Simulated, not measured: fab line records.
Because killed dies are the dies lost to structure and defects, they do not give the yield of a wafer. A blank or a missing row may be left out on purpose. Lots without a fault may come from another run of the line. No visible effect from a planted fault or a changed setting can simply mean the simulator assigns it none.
Tool commonality check || flow sky130 || Sample size 11 lots and 33 wafers

## REASON IT WAS OPENED
Of 11 lots, 3 have the reading SONOS_TUNNEL_TW flagged at SKY_SONOS_TUNNEL_TW_MEAS_12. Wafers without a fault read 197.4, standard deviation 0.91.
Rule: a lot is flagged when every wafer of it that has a number lies more than 4 standard deviations from that mean, or none has a number. All remaining lots are regarded as sound.

{"lot": "L815", "measured": "day 11 09:23", "on": "film_metro-02", "SONOS_TUNNEL_TW, wafer by wafer": "197.2 196.9 196.9", "flag": ""}
{"lot": "L817", "measured": "day 12 06:44", "on": "film_metro-02", "SONOS_TUNNEL_TW, wafer by wafer": "197.8 196.3 195.8", "flag": ""}
{"lot": "L820", "measured": "day 13 02:42", "on": "film_metro-04", "SONOS_TUNNEL_TW, wafer by wafer": "198.6 197.5 198.0", "flag": ""}
{"lot": "L821", "measured": "day 13 15:29", "on": "film_metro-04", "SONOS_TUNNEL_TW, wafer by wafer": "197.6 197.7 197.3", "flag": ""}
{"lot": "L824", "measured": "day 14 12:12", "on": "film_metro-04", "SONOS_TUNNEL_TW, wafer by wafer": "196.8 196.1 197.6", "flag": ""}
{"lot": "L828", "measured": "day 15 23:41", "on": "film_metro-01", "SONOS_TUNNEL_TW, wafer by wafer": "155.5 154.5 154.9", "flag": "FLAGGED"}
{"lot": "L829", "measured": "day 16 12:34", "on": "film_metro-02", "SONOS_TUNNEL_TW, wafer by wafer": "152.5 152.0 152.4", "flag": "FLAGGED"}
{"lot": "L831", "measured": "day 16 19:29", "on": "film_metro-01", "SONOS_TUNNEL_TW, wafer by wafer": "155.6 155.2 154.9", "flag": "FLAGGED"}
{"lot": "L835", "measured": "day 18 10:10", "on": "film_metro-04", "SONOS_TUNNEL_TW, wafer by wafer": "198.5 197.1 197.4", "flag": ""}
{"lot": "L836", "measured": "day 19 00:11", "on": "film_metro-02", "SONOS_TUNNEL_TW, wafer by wafer": "195.9 197.3 196.1", "flag": ""}
{"lot": "L837", "measured": "day 19 01:50", "on": "film_metro-02", "SONOS_TUNNEL_TW, wafer by wafer": "197.3 196.8 196.5", "flag": ""}
Average over the flagged lots: 154.2; offset from the usual -43.2, equal to -48 standard deviations.

## WHICH TOOL RAN EACH LOT
2 process steps preceding the reading are held in the record, out of 708 steps in the route. Cell contents, in order: the tool; ch with the chambers the sampled wafers went through; the start.
{"lot": "L815", "flag": "", "SKY_VT_ADJUST_NCORE_STRIP_10": "plasma_asher-01 ch 0,1, day 8 17:16", "SKY_SONOS_TUNNEL_IMPLANT_09": "implanter-01 ch 0, day 11 08:53"}
{"lot": "L817", "flag": "", "SKY_VT_ADJUST_NCORE_STRIP_10": "plasma_asher-01 ch 0,1, day 9 09:46", "SKY_SONOS_TUNNEL_IMPLANT_09": "implanter-02 ch 0, day 12 06:19"}
{"lot": "L820", "flag": "", "SKY_VT_ADJUST_NCORE_STRIP_10": "plasma_asher-01 ch 0,1, day 10 04:13", "SKY_SONOS_TUNNEL_IMPLANT_09": "implanter-01 ch 0, day 13 02:17"}
{"lot": "L821", "flag": "", "SKY_VT_ADJUST_NCORE_STRIP_10": "plasma_asher-04 ch 0,1, day 10 14:01", "SKY_SONOS_TUNNEL_IMPLANT_09": "implanter-01 ch 0, day 13 15:04"}
{"lot": "L824", "flag": "", "SKY_VT_ADJUST_NCORE_STRIP_10": "plasma_asher-01 ch 0, day 11 08:25", "SKY_SONOS_TUNNEL_IMPLANT_09": "implanter-01 ch 0, day 14 11:47"}
{"lot": "L828", "flag": "FLAGGED", "SKY_VT_ADJUST_NCORE_STRIP_10": "plasma_asher-01 ch 0,1, day 12 14:10", "SKY_SONOS_TUNNEL_IMPLANT_09": "implanter-01 ch 0, day 15 23:16"}
{"lot": "L829", "flag": "FLAGGED", "SKY_VT_ADJUST_NCORE_STRIP_10": "plasma_asher-04 ch 0,1, day 13 02:10", "SKY_SONOS_TUNNEL_IMPLANT_09": "implanter-01 ch 0, day 16 12:08"}
{"lot": "L831", "flag": "FLAGGED", "SKY_VT_ADJUST_NCORE_STRIP_10": "plasma_asher-01 ch 0,1, day 13 09:46", "SKY_SONOS_TUNNEL_IMPLANT_09": "implanter-01 ch 0, day 16 19:04"}
{"lot": "L835", "flag": "", "SKY_VT_ADJUST_NCORE_STRIP_10": "plasma_asher-01 ch 0,1, day 14 18:21", "SKY_SONOS_TUNNEL_IMPLANT_09": "implanter-02 ch 0, day 18 09:41"}
{"lot": "L836", "flag": "", "SKY_VT_ADJUST_NCORE_STRIP_10": "plasma_asher-04 ch 0,1, day 15 07:07", "SKY_SONOS_TUNNEL_IMPLANT_09": "implanter-02 ch 0, day 18 23:46"}
{"lot": "L837", "flag": "", "SKY_VT_ADJUST_NCORE_STRIP_10": "plasma_asher-01 ch 0,1, day 15 09:17", "SKY_SONOS_TUNNEL_IMPLANT_09": "implanter-02 ch 0, day 19 01:24"}
What these steps do:
- SKY_VT_ADJUST_NCORE_STRIP_10: strips in O2/N2.
- SKY_SONOS_TUNNEL_IMPLANT_09
- SKY_SONOS_TUNNEL_TW_MEAS_12

## FLAGGED OVER TOTAL, TOOL BY TOOL (the gauges that took the reading come last)
{"step": "SKY_VT_ADJUST_NCORE_STRIP_10", "tool": "plasma_asher-01", "lots run": 8, "flagged": 2, "share of the flagged lots": "some", "sound lots run after its first flagged lot": "2 (L835,L837)"}
{"step": "SKY_VT_ADJUST_NCORE_STRIP_10", "tool": "plasma_asher-04", "lots run": 3, "flagged": 1, "share of the flagged lots": "some", "sound lots run after its first flagged lot": "1 (L836)"}
{"step": "SKY_SONOS_TUNNEL_IMPLANT_09", "tool": "implanter-01", "lots run": 7, "flagged": 3, "share of the flagged lots": "all", "sound lots run after its first flagged lot": 0}
{"step": "SKY_SONOS_TUNNEL_IMPLANT_09", "tool": "implanter-02", "lots run": 4, "flagged": 0, "share of the flagged lots": "none", "sound lots run after its first flagged lot": "-"}
{"step": "SKY_SONOS_TUNNEL_TW_MEAS_12", "tool": "film_metro-01", "lots run": 2, "flagged": 2, "share of the flagged lots": "some", "sound lots run after its first flagged lot": 0}
{"step": "SKY_SONOS_TUNNEL_TW_MEAS_12", "tool": "film_metro-02", "lots run": 5, "flagged": 1, "share of the flagged lots": "some", "sound lots run after its first flagged lot": "2 (L836,L837)"}
{"step": "SKY_SONOS_TUNNEL_TW_MEAS_12", "tool": "film_metro-04", "lots run": 4, "flagged": 0, "share of the flagged lots": "none", "sound lots run after its first flagged lot": "-"}

## WHAT THE TABLE PERMITS
1 row of the table ran every flagged lot: implanter-01 at SKY_SONOS_TUNNEL_IMPLANT_09.
- implanter-01 at SKY_SONOS_TUNNEL_IMPLANT_09: 3 of its 7 lots flagged. A fault beginning between L824 (day 14 11:47), its last sound lot, and L828 (day 15 23:16), its first flagged one, fits the data. Its own readings lie more than 4 standard deviations out on every wafer of the flagged lots: dose_ions_cm2, faraday_current_uA.
implanter-01 at SKY_SONOS_TUNNEL_IMPLANT_09 is the single tool remaining.

## WHAT THE SIMULATOR HAD PUT IN
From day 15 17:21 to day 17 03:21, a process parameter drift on implanter-01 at SKY_SONOS_TUNNEL_IMPLANT_09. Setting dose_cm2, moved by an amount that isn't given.
Shown lots that were struck: L828, L829, L831. The rule above found the same.
